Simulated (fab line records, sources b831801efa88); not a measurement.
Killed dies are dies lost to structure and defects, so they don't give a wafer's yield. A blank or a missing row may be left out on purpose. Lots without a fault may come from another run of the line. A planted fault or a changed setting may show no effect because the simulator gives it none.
A struck lot beside a sound one | flow sky130 | 15 steps out of a route of 708
Sound: wafers L983.1, L983.4, L983.6. Struck: wafers L986.2, L986.5, L986.6. The cause comes at the end.
At each step with rows: each side's tool, then ch and its chambers, then its first start. Under that, the readings that differ: sound wafers | struck wafers | difference of the means | sigmas: that difference in standard deviations of wafers without a fault.
alike: readings whose means differ by less than 2 such deviations, and words and numbers that are the same on both sides. not compared: withheld readings, readings that some wafer has no value for, bounds like >300 that may hide the same value, and numbers for which the record gives no deviation and whose values overlap.
The two part at a step that has a row with sigmas, a row that says differs or no value, or rows on one side only. Numbers that don't overlap but have no deviation are shown without sigmas and don't part them. A reading that every wafer of one side lacks parts them only if that side has two wafers or more.

first, 5 steps without rows for these wafers: SKY_LI_CONTACT_COAT_07 (resist thk 450 nm); SKY_LI_CONTACT_SOFTBAKE_08 (time 90 s); SKY_LI_CONTACT_EXPOSE_09 (exposes mask LICM1, target cd 170 nm); SKY_LI_CONTACT_PEB_10; SKY_LI_CONTACT_DEVELOP_11 (develop time 60 s).
SKY_LI_CONTACT_CD_MEAS_12: target cd 170 nm.
  sound on cd_sem-02, day 32 07:21; struck on cd_sem-01, day 33 07:25
  alike: cd_nm
SKY_LI_CONTACT_OVL_MEAS_13:
  sound on overlay-01, day 32 07:28; struck on overlay-02, day 33 07:31
  alike: LI_CONTACT_OVL
SKY_LI_CONTACT_ETCH_14: etches BARC in N2/H2, stops on SiO2, time 45.9 s, target depth 60 nm.
  sound on rie_diel-01 ch 0,2, day 32 07:31; struck on rie_diel-03 ch 0,1, day 33 07:33
  alike: drypump_motor_current_A, oes_product_au, throttle_valve_pct
  not compared: rf_hours_counter_h
SKY_LI_CONTACT_ETCH_15: etches PSG in C4F8/O2/Ar, stops on Si, target depth 600 nm.
  sound on rie_diel-01 ch 0,2, day 32 07:33; struck on rie_diel-03 ch 0,1, day 33 07:35
  alike: oes_product_au
SKY_LI_CONTACT_STRIP_16: strips in O2/N2.
  sound on plasma_asher-02 ch 0,1, day 32 07:38; struck on plasma_asher-03 ch 0,1, day 33 07:41
  alike: drypump_motor_current_A, oes_product_au, strip_time_to_endpoint_s
  not compared: rf_hours_counter_h
then, 2 steps without rows for these wafers: SKY_LI_CONTACT_CLEAN_17 (cleans in NMP, time 600 s); SKY_LI_CONTACT_PRE_CLEAN_18 (time 5.6 s).
SKY_LI_CONTACT_SPUTTER_19: material Ti, target thk 20 nm, time 106.37 s.
  sound on pvd_sputter-03, day 32 07:56; struck on pvd_sputter-01, day 33 07:58
  no value came back on the struck wafers for cathode_dc_power_W (W), chamber_pressure_pa (Pa), throttle_valve_pct (%); on the sound wafers cathode_dc_power_W (W) reads 2499.3 2499.3 2500.4
SKY_LI_CONTACT_SPUTTER_20: material TiN, target thk 20 nm, time 80 s.
  sound on pvd_sputter-03, day 32 08:00; struck on pvd_sputter-01, day 33 08:03
  alike: cathode_dc_power_W, chamber_pressure_pa, throttle_valve_pct
-- the record jumps here: 15 days lie between the struck wafers' starts before and after (it left off in module LI_CONTACT and takes up again in module PAD_OPEN, whose first step shown is number 708 of the route) --
SKY_PAD_OPEN_PROBE_99:
  the record has rows for the struck wafers here (prober-02, day 48 18:19) and none for the sound ones

WHERE THEY PART
First at SKY_LI_CONTACT_SPUTTER_19; last, within this record, at SKY_PAD_OPEN_PROBE_99.

WHY: what the simulator had put in
Skipped step whole: pvd_sputter-01, from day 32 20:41 on, at SKY_LI_CONTACT_SPUTTER_19. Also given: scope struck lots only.
